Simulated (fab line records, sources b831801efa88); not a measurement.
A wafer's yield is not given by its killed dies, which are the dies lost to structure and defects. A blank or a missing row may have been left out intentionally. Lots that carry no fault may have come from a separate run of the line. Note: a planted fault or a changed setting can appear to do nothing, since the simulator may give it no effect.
One fault seen from 2 desks    flow sfq line    only its own numbers are on each desk; what lay behind them is given at the end

## FROM THE METROLOGY DESK
Means of the sampled wafers that have a number, per lot and without regard to the tool the lot ran on: this is what the gauges read. Marked OUT: a lot whose mean sits more than 4 standard deviations from the usual mean, which makes it out of limits; the brackets give that distance.
Columns: A = R5_MONX_RS at SFQ_R5_RS_MEAS_933, usual 7.05 ohm/sq; B = R5_MONX_THK at SFQ_R5_THK_MEAS_934, usual 39.4 nm; C = R5_OVL at SFQ_R5_OVL_MEAS_935, usual 0 nm
lot   first seen here  A     B     C
L216  day 59 17:11     6.95  40.4  -1
L218  day 62 07:31     7.14  38.9  5
L222  day 63 07:29     7.05  39.1  7
L223  day 63 10:14     7.08  39.5  1
L232  day 66 03:14     7.01  39.4  -3
L233  day 66 04:20     7.06  39.3  -2
This desk's finding: nothing out of limits on any of the 6 lots.

## THE TOOL OWNER'S DESK: rie metal-04
The tool's own readings at SFQ_TRILAYER_R5_BARC_OPEN_METAL_ETCH_177 (etches BARC in O2, target depth 125 nm, time 41.7 s): means of the sampled wafers that have a number, for each lot that ran on this tool. Marked OUT: a lot whose mean sits more than 4 standard deviations from the usual mean, which makes it out of limits; the brackets give that distance.
Columns: A = drypump motor current A at SFQ_TRILAYER_R5_BARC_OPEN_METAL_ETCH_177, usual 5.6 A; B = oes product au at SFQ_TRILAYER_R5_BARC_OPEN_METAL_ETCH_177, usual 0.685 a.u.
lot   first seen here  A    B
L218  day 66 17:56     5.9  0.686
L232  day 70 16:46     5.6  0.688
L233  day 70 19:11     5.8  0.680
This desk's finding: nothing out of limits on any of the 3 lots.

## TAKEN TOGETHER
From the metrology desk's view, nothing was out of limits.
The tool owner's desk saw nothing out of limits.

## WHAT WAS PUT IN BY THE SIMULATOR
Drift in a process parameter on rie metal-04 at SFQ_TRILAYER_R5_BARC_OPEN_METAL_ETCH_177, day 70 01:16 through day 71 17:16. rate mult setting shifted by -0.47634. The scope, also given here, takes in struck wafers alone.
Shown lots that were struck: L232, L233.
